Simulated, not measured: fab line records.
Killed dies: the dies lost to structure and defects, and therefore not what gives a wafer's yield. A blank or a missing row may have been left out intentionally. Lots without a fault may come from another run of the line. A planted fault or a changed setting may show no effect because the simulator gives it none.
Struck lot and sound lot, side by side    flow sky130    28 out of 708 route steps
Sound: these wafers, L892.2, L892.4, L892.6. Wafers L897.3, L897.4, L897.5 were the ones struck. The cause is named last.
Per side, at each step with rows, come the tool, then ch with its chambers, and then its first start. Under that, the readings that differ: sound wafers    struck wafers    difference of the means    sigmas: that difference in standard deviations of wafers without a fault.
alike: readings whose means differ by less than 2 such deviations, and words and numbers that are the same on both sides. not compared: withheld readings, readings that some wafer has no value for, bounds like >300 that may hide the same value, and numbers for which the record gives no deviation and whose values overlap.
Wherever a step has rows on one side only, a row that says differs or no value, or a row with sigmas, the two part there. When numbers do not overlap yet have no deviation, they are printed without sigmas and do not part them. Lack of a reading on every wafer of one side parts them only where that side has two or more wafers.

SKY_SD_P_OVL_MEAS_08:
  struck on overlay-02, day 27 04:18; sound on overlay-02, day 25 16:24
  alike: SD_P_OVL
next, for these wafers, 1 step has no rows: SKY_SD_P_IMPLANT_09.
SKY_SD_P_STRIP_10: strips in O2/N2.
  sound on plasma_asher-03 ch 0,1, day 25 16:35; struck on plasma_asher-01 ch 0,1, day 27 04:31
  alike: chamber_pressure_mTorr, drypump_motor_current_A, o2_flow_sccm, oes_product_au, strip_time_to_endpoint_s
  not compared: rf_hours_counter_h
SKY_SD_P_TW_MEAS_11:
  struck on film_metro-02, day 27 04:35; sound on film_metro-01, day 25 16:41
  alike: SD_P_TW
then, 8 steps without rows for these wafers: SKY_RES_XHIGH_DEHYDRATE_00 (time 60 s); SKY_RES_XHIGH_HMDS_01 (prime time 60 s); SKY_RES_XHIGH_COAT_02 (resist thk 1140 nm); SKY_RES_XHIGH_SOFTBAKE_03 (time 60 s); SKY_RES_XHIGH_EXPOSE_04 (exposes mask URPM, target cd 1270 nm); SKY_RES_XHIGH_PEB_05; SKY_RES_XHIGH_DEVELOP_06 (develop time 60 s); SKY_RES_XHIGH_IMPLANT_07.
SKY_RES_XHIGH_STRIP_08: strips in O2/N2.
  sound on plasma_asher-04 ch 0, day 26 19:22; struck on plasma_asher-02 ch 0,1, day 28 09:24
  no value came back on the struck wafers for any of 5 readings (chamber_pressure_mTorr (mTorr), drypump_motor_current_A (A) and others); on the sound wafers chamber_pressure_mTorr (mTorr) reads 1499.5 1499.6 1499.1
reading                                         sound  struck          difference  sigmas
model.NOVOLAK_of_RES_XHIGH_COAT_02.thk_nm (nm)  0 0 0  1136 1142 1138  +1139       
  not compared: rf_hours_counter_h
SKY_RES_XHIGH_TW_MEAS_09:
  struck on film_metro-01, day 28 09:29; sound on film_metro-02, day 26 19:28
  alike: RES_XHIGH_TW
then, 7 steps without rows for these wafers: SKY_SD_N_DEHYDRATE_00 (time 60 s); SKY_SD_N_HMDS_01 (prime time 60 s); SKY_SD_N_COAT_02 (resist thk 1140 nm); SKY_SD_N_SOFTBAKE_03 (time 60 s); SKY_SD_N_EXPOSE_04 (exposes mask NSDM, target cd 380 nm); SKY_SD_N_PEB_05; SKY_SD_N_DEVELOP_06 (develop time 60 s).
SKY_SD_N_CD_MEAS_07 targets a cd of 380 nm.
  struck on cd_sem-02, day 29 12:34; sound on cd_sem-01, day 28 00:59
  alike: cd_nm
SKY_SD_N_OVL_MEAS_08:
  struck on overlay-01, day 29 12:39; sound on overlay-01, day 28 01:05
  alike: SD_N_OVL
then, 2 steps without rows for these wafers: SKY_SD_N_IMPLANT_09; SKY_SD_N_IMPLANT_10.
SKY_SD_N_STRIP_11: strips in O2/N2.
  sound on plasma_asher-03 ch 0,1, day 28 01:34; struck on plasma_asher-03 ch 0,1, day 29 13:01
reading                       sound              struck             difference  sigmas
oes_product_au (a.u.)         0.527 0.525 0.527  0.619 0.612 0.615  +0.089      +22
strip_time_to_endpoint_s (s)  22.57 22.55 22.51  39.39 39.48 39.47  +16.90      +99 or more
  alike: chamber_pressure_mTorr, drypump_motor_current_A, o2_flow_sccm
  not compared: rf_hours_counter_h
SKY_SD_N_TW_MEAS_12:
  struck on film_metro-02, day 29 13:06; sound on film_metro-04, day 28 01:41
reading  sound           struck    difference  sigmas
SD_N_TW  3973 3967 3978  30 30 30  -3943       -99 or more
then, 1 step without rows for these wafers: SKY_SD_N_CLEAN_13 (cleans in SC1/SC2, time 150 s).

## WHERE THEY PART
At SKY_RES_XHIGH_STRIP_08 first; at SKY_SD_N_TW_MEAS_12 last (within this record only).

WHY: the cause the simulator had injected
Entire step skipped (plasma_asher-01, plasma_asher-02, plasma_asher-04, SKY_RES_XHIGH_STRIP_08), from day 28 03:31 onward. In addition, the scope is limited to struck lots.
